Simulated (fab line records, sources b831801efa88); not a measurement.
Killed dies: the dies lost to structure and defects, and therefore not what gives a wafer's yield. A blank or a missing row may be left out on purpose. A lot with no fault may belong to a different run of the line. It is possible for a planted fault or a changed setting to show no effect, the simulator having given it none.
Matching of chambers + flow gf180mcu + 3 sister chambers for GF_V2_CVD_02 on pecvd-01
The step deposits SiO2 from TEOS, target thk 850 nm, time 94.851 s. 3 wafers are shown with their chamber, then 12 later ones without.

EACH WAFER AND ITS CHAMBER
| wafer  | chamber | heater-power-w (W) |
|--------|---------|--------------------|
| L094.1 | 1       | 565                |
| L094.2 | 2       | 717                |
| L094.3 | 0       | 902                |

WAFERS WITH NO CHAMBER GIVEN
| wafer  | heater-power-w (W) |
|--------|--------------------|
| L094.4 | 930                |
| L094.5 | 575                |
| L094.6 | 593                |
| L096.1 | 644                |
| L096.2 | 1037               |
| L096.3 | 571                |
| L096.4 | 810                |
| L096.5 | 661                |
| L096.6 | 504                |
| L097.1 | 651                |
| L097.4 | 574                |
| L097.6 | 683                |

WHICH CHAMBER EACH WENT THROUGH
| wafer  | from the rows above     | in truth                   |
|--------|-------------------------|----------------------------|
| L094.4 | 0                       | 0                          |
| L094.5 | 1                       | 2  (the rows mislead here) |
| L094.6 | can't be placed: 1 or 2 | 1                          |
| L096.1 | can't be placed: 2 or 1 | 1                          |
| L096.2 | 0                       | 0                          |
| L096.3 | 1                       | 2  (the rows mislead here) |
| L096.4 | can't be placed: 0 or 2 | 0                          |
| L096.5 | can't be placed: 2 or 1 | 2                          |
| L096.6 | 1                       | 1                          |
| L097.1 | can't be placed: 2 or 1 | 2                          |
| L097.4 | 1                       | 1                          |
| L097.6 | can't be placed: 2 or 1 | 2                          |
Placed correctly: 4 of 12. From these rows, 6 cannot be placed; in 6 the true chamber is one of the candidates. 2 placed wrongly.
How it was worked out, from the rows above alone: a wafer's distance from a chamber is the root of the sum, over the readings, of the square of ((its reading less the chamber's mean) divided by the reading's scatter). If the next closest chamber is less than 2 further off than the closest, the wafer can't be placed; otherwise it belongs to the closest. A chamber's mean is the mean of its shown wafers. The scatter: root of mean squared gap, hidden wafer to nearest shown wafer, with one shown wafer a chamber.
